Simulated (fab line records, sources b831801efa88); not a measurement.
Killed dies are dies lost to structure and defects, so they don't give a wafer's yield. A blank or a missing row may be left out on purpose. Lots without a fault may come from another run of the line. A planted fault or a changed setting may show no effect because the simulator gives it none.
Which tool did it? | flow sky130 | 7 lots, 21 wafers sampled, at 1 step of a route of 708

WHAT THE GAUGES READ, wafer by wafer
SKY_LDD_N_OVL_MEAS_07.
lot  | measured     | on         | LDD_N_OVL (nm)
L435 | day 17 22:47 | overlay-02 | -0.4 0.0 -1.1
L439 | day 19 18:24 | overlay-01 | 0.2 -0.8 1.9
L440 | day 19 19:23 | overlay-01 | 1.0 1.0 1.2
L442 | day 20 19:33 | overlay-01 | 1.3 0.3 1.1
L445 | day 21 18:35 | overlay-02 | 1.2 1.5 1.0
L449 | day 23 06:16 | overlay-02 | -0.5 -1.0 0.6
L452 | day 24 10:19 | overlay-01 | 1.3 1.3 1.7

WHICH TOOL RAN EACH LOT (tool, then ch and the chambers of the sampled wafers, then the start)
The record holds no process step before these readings.

THE ANSWER, worked out from the rows above alone
Rule: what is usual is taken from the lots themselves. Put in order of their means at a reading, lots are off if they are a third of the lots or fewer, leave a main group of 4 or more, and stand apart from it by a gap of 3 or more times the standard deviation of the main group's means; of several such gaps the widest counts. A main group whose means are all the same, to the digits that the tables above print for the reading, isn't used. A lot without any number at a reading at which 4 lots or more have one is off too. The other lots that the step has rows for count as sound.
No lot is off at any reading shown: from this, nothing can be told.

WHAT THE SIMULATOR HAD PUT IN
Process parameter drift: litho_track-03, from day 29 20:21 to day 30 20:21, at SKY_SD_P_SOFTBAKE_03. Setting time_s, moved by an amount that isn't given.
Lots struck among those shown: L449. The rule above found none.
